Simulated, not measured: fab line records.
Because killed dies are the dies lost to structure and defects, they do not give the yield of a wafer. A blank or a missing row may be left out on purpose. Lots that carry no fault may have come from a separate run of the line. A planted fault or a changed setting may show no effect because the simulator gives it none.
Which tool did it?	flow gf180mcu	6 lots with 18 wafers sampled at 2 steps, on a route of 602 steps

## WHAT EACH GAUGE READ, for each wafer
GF_VT_IMPLANT_RS_MEAS_48: measurement is done with a four-point probe.
lot	measured	on	LVPWELL_RS (ohm/sq)
L624	day 8 12:34	film_metro-01	1201.1 1195.9 1198.5
L627	day 9 08:44	film_metro-01	1199.5 1196.7 1199.2
L629	day 10 00:25	film_metro-04	1196.9 1193.0 1194.8
L632	day 10 15:47	film_metro-02	1164.6 1165.4 1170.0
L639	day 12 21:08	film_metro-01	1195.3 1191.6 1194.6
L642	day 13 13:51	film_metro-02	1192.1 1194.5 1194.0

## TOOL THAT RAN EACH LOT (tool first, then ch and the chambers of the sampled wafers, then the start)
lot	GF_LVPWELL_IMPLANT_09
L624	implanter-01 ch 0, day 4 15:08
L627	implanter-02 ch 0, day 5 07:48
L629	implanter-01 ch 0, day 5 20:51
L632	implanter-01 ch 0, day 6 09:57
L639	implanter-03 ch 0, day 8 05:15
L642	implanter-03 ch 0, day 8 20:56
- GF_LVPWELL_IMPLANT_09

## THE ANSWER, worked out from the rows above alone
Rule: what is usual is taken from the lots themselves. Put in order of their means at a reading, lots are off if they are a third of the lots or fewer, leave a main group of 4 or more, and stand apart from it by a gap of 3 or more times the standard deviation of the main group's means; of several such gaps the widest counts. A main group is skipped when, at the precision printed for the reading in the tables above, its means are all equal. A lot without any number at a reading at which 4 lots or more have one is off too. Any other lot the step has rows for is counted as sound.
Off: L632, at GF_VT_IMPLANT_RS_MEAS_48 (LVPWELL_RS). The main group has a mean of 1195.8 ohm/sq with a standard deviation of 2.2.
A tool fits if, at a process step before that reading, it ran every lot that is off, and no sound lot after the first of them. Gauges at GF_VT_IMPLANT_RS_MEAS_48: tried the same way as those tools. One fits: GF_LVPWELL_IMPLANT_09 on implanter-01. A fault onset in the window from L629 (day 5 20:51, its last sound lot) to L632 (day 6 09:57, its first lot off) fits.

## WHAT THE SIMULATOR HAD PUT IN
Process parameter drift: implanter-01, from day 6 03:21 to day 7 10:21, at GF_LVPWELL_IMPLANT_09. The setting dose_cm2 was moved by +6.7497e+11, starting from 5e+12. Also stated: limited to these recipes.
Lots struck among those shown: L632. This agrees with what the rule above found.
